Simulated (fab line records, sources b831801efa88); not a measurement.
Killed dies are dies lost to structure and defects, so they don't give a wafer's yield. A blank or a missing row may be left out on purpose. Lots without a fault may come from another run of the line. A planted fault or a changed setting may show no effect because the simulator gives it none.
Which tool did it? | flow sky130 | 15 lots, 45 wafers sampled, at 1 step of a route of 708

WHAT THE GAUGES READ, wafer by wafer
SKY_RES_PROTECT_TW_MEAS_08. Usual: POLY_GATE_TW 4023, standard deviation 55.
lot  | measured     | on            | POLY_GATE_TW   | flag
L965 | day 15 08:32 | film_metro-02 | 4090 4099 4124 |
L966 | day 16 04:51 | film_metro-01 | 3958 3953 3944 |
L968 | day 16 16:12 | film_metro-02 | 4050 4069 4081 |
L972 | day 17 20:16 | film_metro-04 | 3983 3976 3995 |
L973 | day 18 11:55 | film_metro-02 | 4054 4041 4038 |
L976 | day 19 15:47 | film_metro-02 | 4117 4100 4126 |
L978 | day 20 02:11 | film_metro-02 | 4053 4050 4082 |
L981 | day 21 10:07 | film_metro-02 | 4100 4084 4096 |
L982 | day 21 10:14 | film_metro-02 | 4096 4111 4083 |
L983 | day 21 21:03 | film_metro-01 | 3975 3990 4001 |
L984 | day 22 06:41 | film_metro-02 | 4116 4102 4098 |
L985 | day 22 07:04 | film_metro-04 | 3998 4011 3999 |
L987 | day 24 15:07 | film_metro-04 | 3992 3988 3974 |
L988 | day 24 16:08 | film_metro-01 | 3954 3965 3984 |
L986 | day 24 18:02 | film_metro-04 | 3984 3977 4013 |

WHICH TOOL RAN EACH LOT (tool, then ch and the chambers of the sampled wafers, then the start)
The record holds no process step before these readings.

WHAT THE TOOLS THEMSELVES READ (means of the sampled wafers that have a number; where no wafer has one, the mark that the record gives instead)
The record holds no such reading with a usual standard deviation.

THE ANSWER, worked out from the rows above alone
Rule: a lot is off if the mean of its wafers that have a number lies more than 3 standard deviations from the usual mean. A lot without any number at a reading at which 4 lots or more have one is off too. The other lots that the step has rows for count as sound. The gauges are gone through in route order, then the tools' own readings, and for those a lot's mean is taken as printed above. The first step at which some lot is off is used, and at that step the reading that is off furthest; a lot without a number counts as furthest.
No lot is off at any reading shown: from this, nothing can be told.

WHAT THE SIMULATOR HAD PUT IN
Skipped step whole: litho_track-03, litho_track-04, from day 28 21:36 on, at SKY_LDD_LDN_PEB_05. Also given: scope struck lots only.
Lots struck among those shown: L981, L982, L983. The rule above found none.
